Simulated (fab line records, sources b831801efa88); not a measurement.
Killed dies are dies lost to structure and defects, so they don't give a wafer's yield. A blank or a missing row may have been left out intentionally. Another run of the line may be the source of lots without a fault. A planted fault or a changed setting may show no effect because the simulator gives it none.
Split-lot experiment :: flow sky130 :: 23 wafers read from 5 lots, route of 708 steps

THE SPLIT ITSELF
At SKY_METAL2_SPUTTER_01 (material TiN, target thk 20 nm, time 16.7 s), the setting power w was moved away from the recipe's 6500 W on 5 of the 23 wafers read, by +10.5% to +11.3%. This setting was run at the recipe's value on the other wafers.

The reading is taken at the split's own step.

THE READING
TiN_of_METAL2_SPUTTER_01.thk nm (the simulator's own value, which no gauge read), in nm, at SKY_METAL2_SPUTTER_01 (material TiN, target thk 20 nm, time 16.7 s). The file does not state a usual value for it. The 18 wafers here that ran the recipe average 20.05 nm, standard deviation 0.24 nm.

wafer: L074.1
tool, chamber at the split: pvd sputter-01, -
power w as run, W: 6500
against the recipe: recipe
TiN_of_METAL2_SPUTTER_01.thk nm, nm: 20.03
against lot-mates on the recipe: -

wafer: L074.2
tool, chamber at the split: pvd sputter-01, -
power w as run, W: 7234
against the recipe: +11.3%
TiN_of_METAL2_SPUTTER_01.thk nm, nm: 22.11
against lot-mates on the recipe: +2.42

wafer: L074.4
tool, chamber at the split: pvd sputter-01, -
power w as run, W: 7234
against the recipe: +11.3%
TiN_of_METAL2_SPUTTER_01.thk nm, nm: 22.12
against lot-mates on the recipe: +2.43

wafer: L074.5
tool, chamber at the split: pvd sputter-01, -
power w as run, W: 6500
against the recipe: recipe
TiN_of_METAL2_SPUTTER_01.thk nm, nm: 19.71
against lot-mates on the recipe: -

wafer: L074.6
tool, chamber at the split: pvd sputter-01, -
power w as run, W: 6500
against the recipe: recipe
TiN_of_METAL2_SPUTTER_01.thk nm, nm: 19.33
against lot-mates on the recipe: -

wafer: L078.1
tool, chamber at the split: pvd sputter-01, -
power w as run, W: 7181
against the recipe: +10.5%
TiN_of_METAL2_SPUTTER_01.thk nm, nm: 21.78
against lot-mates on the recipe: +1.92

wafer: L078.2
tool, chamber at the split: pvd sputter-01, -
power w as run, W: 7181
against the recipe: +10.5%
TiN_of_METAL2_SPUTTER_01.thk nm, nm: 22
against lot-mates on the recipe: +2.14

wafer: L078.3
tool, chamber at the split: pvd sputter-01, -
power w as run, W: 6500
against the recipe: recipe
TiN_of_METAL2_SPUTTER_01.thk nm, nm: 19.86
against lot-mates on the recipe: -

wafer: L078.6
tool, chamber at the split: pvd sputter-01, -
power w as run, W: 6500
against the recipe: recipe
TiN_of_METAL2_SPUTTER_01.thk nm, nm: 19.86
against lot-mates on the recipe: -

wafer: L078.5
tool, chamber at the split: pvd sputter-01, -
power w as run, W: 7181
against the recipe: +10.5%
TiN_of_METAL2_SPUTTER_01.thk nm, nm: 22.19
against lot-mates on the recipe: +2.33

wafer: L080.1
tool, chamber at the split: pvd sputter-02, -
power w as run, W: 6500
against the recipe: recipe
TiN_of_METAL2_SPUTTER_01.thk nm, nm: 20.44
against lot-mates on the recipe: -

wafer: L080.3
tool, chamber at the split: pvd sputter-02, -
power w as run, W: 6500
against the recipe: recipe
TiN_of_METAL2_SPUTTER_01.thk nm, nm: 20.22
against lot-mates on the recipe: -

wafer: L080.6
tool, chamber at the split: pvd sputter-02, -
power w as run, W: 6500
against the recipe: recipe
TiN_of_METAL2_SPUTTER_01.thk nm, nm: 20.2
against lot-mates on the recipe: -

wafer: L082.1
tool, chamber at the split: pvd sputter-03, -
power w as run, W: 6500
against the recipe: recipe
TiN_of_METAL2_SPUTTER_01.thk nm, nm: 20.15
against lot-mates on the recipe: -

wafer: L082.3
tool, chamber at the split: pvd sputter-03, -
power w as run, W: 6500
against the recipe: recipe
TiN_of_METAL2_SPUTTER_01.thk nm, nm: 20.06
against lot-mates on the recipe: -

wafer: L082.4
tool, chamber at the split: pvd sputter-03, -
power w as run, W: 6500
against the recipe: recipe
TiN_of_METAL2_SPUTTER_01.thk nm, nm: 20
against lot-mates on the recipe: -

wafer: L082.5
tool, chamber at the split: pvd sputter-03, -
power w as run, W: 6500
against the recipe: recipe
TiN_of_METAL2_SPUTTER_01.thk nm, nm: 20.18
against lot-mates on the recipe: -

wafer: L082.6
tool, chamber at the split: pvd sputter-03, -
power w as run, W: 6500
against the recipe: recipe
TiN_of_METAL2_SPUTTER_01.thk nm, nm: 19.94
against lot-mates on the recipe: -

wafer: L085.1
tool, chamber at the split: pvd sputter-02, -
power w as run, W: 6500
against the recipe: recipe
TiN_of_METAL2_SPUTTER_01.thk nm, nm: 20.1
against lot-mates on the recipe: -

wafer: L085.2
tool, chamber at the split: pvd sputter-02, -
power w as run, W: 6500
against the recipe: recipe
TiN_of_METAL2_SPUTTER_01.thk nm, nm: 20.08
against lot-mates on the recipe: -

wafer: L085.4
tool, chamber at the split: pvd sputter-02, -
power w as run, W: 6500
against the recipe: recipe
TiN_of_METAL2_SPUTTER_01.thk nm, nm: 20.29
against lot-mates on the recipe: -

wafer: L085.5
tool, chamber at the split: pvd sputter-02, -
power w as run, W: 6500
against the recipe: recipe
TiN_of_METAL2_SPUTTER_01.thk nm, nm: 20.18
against lot-mates on the recipe: -

wafer: L085.6
tool, chamber at the split: pvd sputter-02, -
power w as run, W: 6500
against the recipe: recipe
TiN_of_METAL2_SPUTTER_01.thk nm, nm: 20.2
against lot-mates on the recipe: -

THE FIT
A straight line over all 23 wafers: TiN_of_METAL2_SPUTTER_01.thk nm changes by +0.185 nm for each +1% of power w; r = +0.97; the points scatter about the line by 0.23 nm.
The same after taking each lot's own level away (the mean of its wafers on the recipe; 23 wafers): +0.208 nm for each +1%; r = +0.99; scatter 0.15 nm.
According to that fit, moving power w by its largest amount changes the reading by 2.4 nm.
From 19.690 to 20.287 nm: that is the span of the lots' own levels, equal to 2.5 times the standard deviation above.
So the lot-to-lot level changes the slope: the two fits differ.
Check: with one of the wafers moved furthest among these (+11.3%) left out of the fit, the line predicts +2.33 nm for it against its lot-mates. It came out at +2.42 nm against them.

OTHER SPLITS APPLIED TO THESE WAFERS
Other splits were also applied to these wafers ahead of the reading. Each is held against what the fit with the lots' levels taken away leaves over:
other split on the same wafers: SKY_METAL1_SPUTTER_00 power w
wafers away from the commonest value: 11
r with TiN_of_METAL2_SPUTTER_01.thk nm (lot level and that fit taken away): -0.13

other split on the same wafers: SKY_VIA1_HDPCVD_00 sih4 flow sccm
wafers away from the commonest value: 6
r with TiN_of_METAL2_SPUTTER_01.thk nm (lot level and that fit taken away): +0.24

other split on the same wafers: SKY_VIA1_COAT_07 resist thk nm
wafers away from the commonest value: 5
r with TiN_of_METAL2_SPUTTER_01.thk nm (lot level and that fit taken away): -0.12

other split on the same wafers: SKY_VIA1_DEVELOP_11 develop time s
wafers away from the commonest value: 4
r with TiN_of_METAL2_SPUTTER_01.thk nm (lot level and that fit taken away): -0.32

FILE'S OWN FIT
TiN_of_METAL2_SPUTTER_01.thk nm changes by +0.209 nm for each +1% of power w, r = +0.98.
